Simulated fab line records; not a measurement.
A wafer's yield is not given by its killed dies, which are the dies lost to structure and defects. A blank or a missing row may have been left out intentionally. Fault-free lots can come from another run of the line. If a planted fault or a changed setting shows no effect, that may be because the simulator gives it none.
A struck lot beside a sound one :: flow sfq_line :: 42 out of 325 route steps
Sound: these wafers, L593.3, L593.5, L593.6. Struck: wafer L604.6; the same lot's L604.5 was not struck, so it is left out; see the end for the cause.
Per side, at each step with rows, come the tool, then ch with its chambers, and then its first start. Under that, the readings that differ: sound wafers :: struck wafers :: difference of the means :: sigmas: that difference in standard deviations of wafers without a fault.
alike: words and numbers the same on both sides, and readings whose means are apart by under 2 such deviations; not compared: readings that were withheld, readings missing a value for some wafer, numbers with overlapping values and no deviation given by the record, and bounds like >300 which may hide the same value.
Wherever a step has rows on one side only, a row that says differs or no value, or a row with sigmas, the two part there. Numbers that don't overlap but have no deviation are shown without sigmas and don't part them. Lack of a reading on every wafer of one side parts them only where that side has two or more wafers.

first, 3 steps without rows for these wafers: SFQ_TRILAYER_I4_VIA_STRIP_STRIP_107 (strips in O2); SFQ_TRILAYER_I4_VIA_STRIP_SOLV_CLEAN_108 (cleans in NMP, time 600 s); SFQ_TRILAYER_JJ_TRILAYER_DEP_PRE_CLEAN_113 (time 22.5 s).
SFQ_TRILAYER_JJ_TRILAYER_DEP_SPUTTER_109: material Nb, target thk 150 nm, time 100 s.
  sound: pvd_sputter-04 at day 51 21:40; struck: pvd_sputter-05 at day 59 13:45
  alike: cathode_dc_power_W, chamber_pressure_pa, throttle_valve_pct
then, 3 steps without rows for these wafers: SFQ_TRILAYER_JJ_TRILAYER_DEP_SPUTTER_110 (material Al, target thk 8 nm, time 10 s); SFQ_TRILAYER_JJ_TRILAYER_DEP_AL_OXIDATION_111 (oxidation time 600 s); SFQ_TRILAYER_JJ_TRILAYER_DEP_SPUTTER_112 (material Nb, target thk 170 nm, time 113.3 s).
SFQ_JJ_RS_MEAS_929: uses a four-point probe to measure.
  sound: film_metro-03 at day 51 22:53; struck: film_metro-04 at day 59 14:58
  alike: JJ_NB_RS
then, 3 steps without rows for these wafers: SFQ_TRILAYER_JJ_CE_LITHO_COAT_119 (resist thk 62 nm); SFQ_TRILAYER_JJ_CE_LITHO_COAT_114 (resist thk 600 nm); SFQ_TRILAYER_JJ_CE_LITHO_SOFTBAKE_118.
SFQ_TRILAYER_JJ_CE_LITHO_EXPOSE_115: exposes mask J5, target cd 700 nm.
  sound on krf_scanner-01 ch 0, day 56 03:44; struck on krf_scanner-01 ch 0, day 59 16:37
  alike: mask
then, 2 steps without rows for these wafers: SFQ_TRILAYER_JJ_CE_LITHO_PEB_117 (peb time 60 s); SFQ_TRILAYER_JJ_CE_LITHO_DEVELOP_116 (time 60 s).
SFQ_JJ_OVL_MEAS_931:
  sound: overlay-01 at day 56 04:51; struck: overlay-01 at day 59 17:21
  alike: J5_OVL
SFQ_TRILAYER_JJ_CE_METRO_MEASURE_117:
  sound: cd_sem-02 at day 56 05:16; struck: cd_sem-01 at day 59 18:10
reading: cd_nm (nm)
sound: 701.5 700.7 701.5
struck: 692.4
difference: -8.8
sigmas: -6
SFQ_TRILAYER_JJ_CE_BARC_OPEN_RIE_150: chemistry O2, target BARC, target depth 240 nm, time 80 s.
  sound on rie_metal-02 ch 0,1, day 56 06:07; struck on rie_metal-02 ch 1, day 59 18:37
reading: model.JJ.cd_nm (nm)
sound: 702.6 701 700.8
struck: 690.8
difference: -10.7
sigmas: 
  alike: drypump_motor_current_A, oes_product_au
  not compared: rf_hours_counter_h
SFQ_TRILAYER_JJ_CE_ETCH_RIE_118: chemistry SF6, target Nb, stops on Al2O3, time 97.7 s, target depth 170 nm.
  sound on rie_metal-02 ch 0,1, day 56 06:12; struck on rie_metal-02 ch 1, day 59 18:43
reading: model.JJ.cd_nm (nm)
sound: 702.7 701.8 698.9
struck: 689.7
difference: -11.4
sigmas: 
  alike: drypump_motor_current_A, oes_product_au
  not compared: rf_hours_counter_h
then, 9 steps without rows for these wafers: SFQ_TRILAYER_JJ_ANODIZE_ANODIZE_119; SFQ_TRILAYER_JJ_CE_STRIP_STRIP_120 (strips in O2); SFQ_TRILAYER_JJ_CE_STRIP_SOLV_CLEAN_121 (cleans in NMP, time 600 s); SFQ_TRILAYER_M5_LITHO_COAT_128 (resist thk 62 nm); SFQ_TRILAYER_M5_LITHO_COAT_123 (resist thk 600 nm); SFQ_TRILAYER_M5_LITHO_SOFTBAKE_127; SFQ_TRILAYER_M5_LITHO_EXPOSE_124 (exposes mask M5, target cd 700 nm); SFQ_TRILAYER_M5_LITHO_PEB_126 (peb time 60 s); SFQ_TRILAYER_M5_LITHO_DEVELOP_125 (time 60 s).
-- the record jumps here: 5 days lie between the struck wafers' starts before and after --
SFQ_M5_OVL_MEAS_932:
  sound: overlay-01 at day 61 04:28; struck: overlay-01 at day 65 04:56
  alike: M5_OVL
then, 6 steps without rows for these wafers: SFQ_TRILAYER_M5_BARC_OPEN_METAL_ETCH_161 (etches BARC in O2, target depth 125 nm, time 41.7 s); SFQ_TRILAYER_M5_ETCH_METAL_ETCH_126 (etches Nb in Cl2/BCl3, stops on SiO2, time 203.2 s, target depth 265 nm); SFQ_TRILAYER_M5_STRIP_STRIP_127 (strips in O2); SFQ_TRILAYER_M5_STRIP_SOLV_CLEAN_128 (cleans in NMP, time 600 s); SFQ_TRILAYER_A5B_DEP_PECVD_129 (deposits SiO2 from SiH4/N2O, time 133.33 s, target thk 600 nm); SFQ_TRILAYER_A5B_CMP_CMP_130 (polishes, stops on Nb, target thk 340.7 nm).
SFQ_TRILAYER_A5B_METRO_MEASURE_131:
  sound: film_metro-04 at day 61 12:01; struck: film_metro-01 at day 65 11:01
  alike: thk_nm
SFQ_TRILAYER_R5_DEP_SPUTTER_132: material Ti, target thk 5 nm, time 5 s.
  sound: pvd_sputter-05 at day 61 12:49; struck: pvd_sputter-05 at day 65 11:25
reading: chamber_pressure_pa (Pa)
sound: 0.4000 0.3997 0.4011
struck: 0.3984
difference: -0.0019
sigmas: -2
  alike: cathode_dc_power_W, throttle_valve_pct
SFQ_TRILAYER_R5_DEP_SPUTTER_133: material MoNx, target thk 40 nm, time 66.7 s.
  sound: pvd_sputter-05 at day 61 12:49; struck: pvd_sputter-05 at day 65 11:27
  alike: cathode_dc_power_W, chamber_pressure_pa, throttle_valve_pct
SFQ_TRILAYER_R5_DEP_SPUTTER_134: material Ti, target thk 5 nm, time 5 s.
  sound: pvd_sputter-05 at day 61 12:53; struck: pvd_sputter-05 at day 65 11:29
  alike: cathode_dc_power_W, chamber_pressure_pa, throttle_valve_pct
SFQ_R5_RS_MEAS_933: uses a four-point probe to measure.
  sound: film_metro-01 at day 61 12:56; struck: film_metro-03 at day 65 11:35
  alike: R5_MONX_RS
SFQ_R5_THK_MEAS_934: measures by xrf.
  sound: film_metro-01 at day 61 13:02; struck: film_metro-03 at day 65 11:40
  alike: R5_MONX_THK
then, 1 step without rows for these wafers: SFQ_TRILAYER_R5_LITHO_COAT_141 (resist thk 62 nm).
-- the record jumps here: 23 days lie between the struck wafers' starts before and after --
SFQ_M8_BOW_MEAS_951:
  sound: film_metro-02 at day 82 04:45; struck: film_metro-04 at day 88 06:23
reading: model.etest.jj.g_times
sound: 1.011 1.008 1
struck: 0.9737
difference: -0.0326
sigmas: 
  alike: M8_BOW

## WHERE THEY PART
At SFQ_TRILAYER_JJ_CE_METRO_MEASURE_117 first; at SFQ_TRILAYER_R5_DEP_SPUTTER_132 last (within this record only). Later steps at which nothing parts them and some readings are alike: SFQ_TRILAYER_R5_DEP_SPUTTER_133, SFQ_TRILAYER_R5_DEP_SPUTTER_134, SFQ_R5_RS_MEAS_933, SFQ_R5_THK_MEAS_934, SFQ_M8_BOW_MEAS_951.

WHY: what the simulator had put in
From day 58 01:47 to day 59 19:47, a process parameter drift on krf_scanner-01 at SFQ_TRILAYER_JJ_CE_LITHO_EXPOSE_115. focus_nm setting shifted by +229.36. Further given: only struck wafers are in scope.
